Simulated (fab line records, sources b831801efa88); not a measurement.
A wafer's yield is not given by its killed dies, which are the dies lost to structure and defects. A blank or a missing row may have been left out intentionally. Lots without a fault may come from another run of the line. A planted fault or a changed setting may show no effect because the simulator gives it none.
Matching of chambers ; flow sky130 ; SKY_PAD_OPEN_ETCH_07 on rie diel-01 has 4 sister chambers
The step etches the open film in CF4/O2, stops on AlCu, target depth 725 nm, time 161.1 s. 8 wafers are shown with their chamber, then 8 later ones without.

WAFERS, EACH WITH ITS CHAMBER
wafer;chamber;drypump motor current A (A);oes product au (a.u.)
L077.5;3;5.6;0.981
L081.2;0;5.6;0.971
L081.4;3;5.6;0.982
L083.4;0;5.5;0.977
L085.1;1;5.6;0.979
L085.5;1;5.7;0.995
L085.6;2;5.4;0.988
L092.1;2;5.4;0.990

WAFERS WHOSE CHAMBER IS MISSING
wafer;drypump motor current A (A);oes product au (a.u.)
L092.5;5.7;0.981
L092.6;5.6;0.980
L095.2;5.6;0.967
L095.3;5.7;0.977
L095.5;5.6;0.973
L096.2;5.6;0.971
L096.3;5.4;0.976
L096.5;5.6;0.978

WHICH CHAMBER EACH ONE RAN IN
wafer;from the rows above;in truth
L092.5;can't be placed: 1 or 3 or 0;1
L092.6;can't be placed: 3 or 0 or 1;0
L095.2;can't be placed: 0 or 3 or 1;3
L095.3;can't be placed: 1 or 3 or 0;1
L095.5;can't be placed: 0 or 3 or 1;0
L096.2;can't be placed: 0 or 3 or 1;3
L096.3;can't be placed: 2 or 0 or 3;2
L096.5;can't be placed: 3 or 0 or 1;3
0 of 8 placed correctly. Can't be placed from these rows: 8 (the true chamber is among the candidates in 8). 0 placed wrongly.
How it was worked out, from the rows above alone: a wafer's distance from a chamber is the root of the sum, over the readings, of the square of ((its reading less the chamber's mean) divided by the reading's scatter). The wafer belongs to the nearest chamber; if the next one is less than 2 further off, it can't be placed. The mean given for a chamber averages the wafers shown for that chamber. The scatter: take each reading less its chamber's mean, square it, sum over the shown wafers, divide by the number of wafers less the number of chambers, and take the root.
